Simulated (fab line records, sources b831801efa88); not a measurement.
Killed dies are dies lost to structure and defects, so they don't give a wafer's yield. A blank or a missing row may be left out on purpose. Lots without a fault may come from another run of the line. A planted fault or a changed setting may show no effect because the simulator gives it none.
Which tool did it? | flow gf180mcu | 7 lots, 21 wafers sampled, at 4 steps of a route of 602

WHAT THE GAUGES READ, wafer by wafer
GF_V5_THK_MEAS_01.
lot  | measured     | on            | V5_CVD_00_THK (nm)
L434 | day 26 15:22 | film_metro-02 | 305 304 301
L437 | day 27 12:38 | film_metro-01 | 300 300 298
L439 | day 27 21:02 | film_metro-01 | 299 298 299
L442 | day 29 00:56 | film_metro-02 | 302 299 301
L444 | day 29 06:15 | film_metro-01 | 299 294 299

WHICH TOOL RAN EACH LOT (tool, then ch and the chambers of the sampled wafers, then the start)
lot  | GF_V1_DEVELOP_13                  | GF_V1_CMP_26                  | GF_V3_ETCH_16
L434 | litho_track-02 ch 0, day 18 12:07 | cmp-02 ch 1,2, day 18 13:51   | rie_diel-03 ch 0,1,2, day 22 17:44
L437 | litho_track-02 ch 0, day 19 13:14 | cmp-01 ch 0,1,3, day 19 14:36 | rie_diel-04 ch 0,1,3, day 23 17:50
L439 | litho_track-03 ch 0, day 19 21:33 | cmp-02 ch 0,1, day 19 22:53   | rie_diel-04 ch 0,1,2, day 24 02:46
L442 | litho_track-02 ch 0, day 21 03:16 | cmp-02 ch 1,2,3, day 21 04:42 | rie_diel-01 ch 2,3, day 25 05:02
L444 | litho_track-01 ch 0, day 21 20:04 | cmp-01 ch 0,1,2, day 21 21:27 | rie_diel-01 ch 0,1,3, day 25 20:02
L446 | litho_track-02, day 22 10:16      | cmp-01 ch 0,2,3, day 22 11:43 | -
L448 | litho_track-01, day 23 11:43      | cmp-02 ch 2,3, day 23 13:05   | -
- GF_V1_DEVELOP_13: develop time 60 s.
- GF_V1_CMP_26: polishes, stops on SiO2, t overpolish 15 s, target thk 0 nm.
- GF_V3_ETCH_16: etches BARC in N2/H2.

THE ANSWER, worked out from the rows above alone
Rule: what is usual is taken from the lots themselves. Put in order of their means at a reading, lots are off if they are a third of the lots or fewer, leave a main group of 4 or more, and stand apart from it by a gap of 3 or more times the standard deviation of the main group's means; of several such gaps the widest counts. A main group whose means are all the same, to the digits that the tables above print for the reading, isn't used. A lot without any number at a reading at which 4 lots or more have one is off too. The other lots that the step has rows for count as sound.
No lot is off at any reading shown: from this, nothing can be told.

WHAT THE SIMULATOR HAD PUT IN
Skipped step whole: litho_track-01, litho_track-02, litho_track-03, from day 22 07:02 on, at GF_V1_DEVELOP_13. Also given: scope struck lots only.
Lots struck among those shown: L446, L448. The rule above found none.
